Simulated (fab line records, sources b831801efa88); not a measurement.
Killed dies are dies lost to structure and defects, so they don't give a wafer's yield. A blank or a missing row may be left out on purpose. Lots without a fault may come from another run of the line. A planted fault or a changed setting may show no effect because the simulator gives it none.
Chamber matching | flow sky130 | SKY_VIA2_CMP_02 on cmp-02: 4 sister chambers
The step polishes SiO2. 14 wafers are shown with their chamber, then 7 later ones without.

WAFERS WITH THEIR CHAMBER
wafer  | chamber | motor_current_A (A) | platen_rpm (rpm)
L253.2 | 1       | 9.2                 | 60.01
L253.3 | 2       | 12.1                | 60.00
L253.5 | 2       | 12.3                | 60.00
L255.1 | 1       | 9.6                 | 60.02
L255.4 | 3       | 15.6                | 60.01
L255.5 | 3       | 15.5                | 60.06
L259.2 | 1       | 9.6                 | 60.05
L259.5 | 1       | 9.3                 | 60.00
L259.6 | 0       | 10.7                | 60.00
L262.1 | 2       | 12.5                | 60.05
L262.5 | 1       | 9.8                 | 60.05
L266.5 | 3       | 16.2                | 59.98
L272.1 | 0       | 10.7                | 60.00
L272.4 | 1       | 9.7                 | 60.00

SIGNATURES (means of the wafers above)
reading         | chamber 0 | chamber 1 | chamber 2 | chamber 3 | scatter within a chamber
motor_current_A | 10.700    | 9.533     | 12.300    | 15.767    | 0.253
platen_rpm      | 60.0000   | 60.0217   | 60.0167   | 60.0167   | 0.0276
Rule: a wafer's distance from a chamber is the root of the sum, over the readings, of the square of ((its reading less the chamber's mean) divided by the reading's scatter). The wafer belongs to the nearest chamber; if the next one is less than 2 further off, it can't be placed. The scatter: the root of (the sum of the squares of (reading less its chamber's mean) over the shown wafers, divided by (wafers less chambers)).

WAFERS WITHOUT THEIR CHAMBER
wafer  | motor_current_A (A) | platen_rpm (rpm)
L272.5 | 9.5                 | 59.96
L275.1 | 9.5                 | 60.02
L275.3 | 10.8                | 60.03
L275.5 | 15.0                | 60.03
L276.2 | 15.9                | 60.01
L276.3 | 10.2                | 60.01
L276.5 | 9.0                 | 60.04

WHICH CHAMBER EACH WENT THROUGH
wafer  | from the rows above     | in truth
L272.5 | 1                       | 1
L275.1 | 1                       | 1
L275.3 | 0                       | 0
L275.5 | 3                       | 3
L276.2 | 3                       | 3
L276.3 | can't be placed: 0 or 1 | 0
L276.5 | 1                       | 1
Placed correctly: 6 of 7. Can't be placed from these rows: 1 (the true chamber is among the candidates in 1). Placed wrongly: 0.
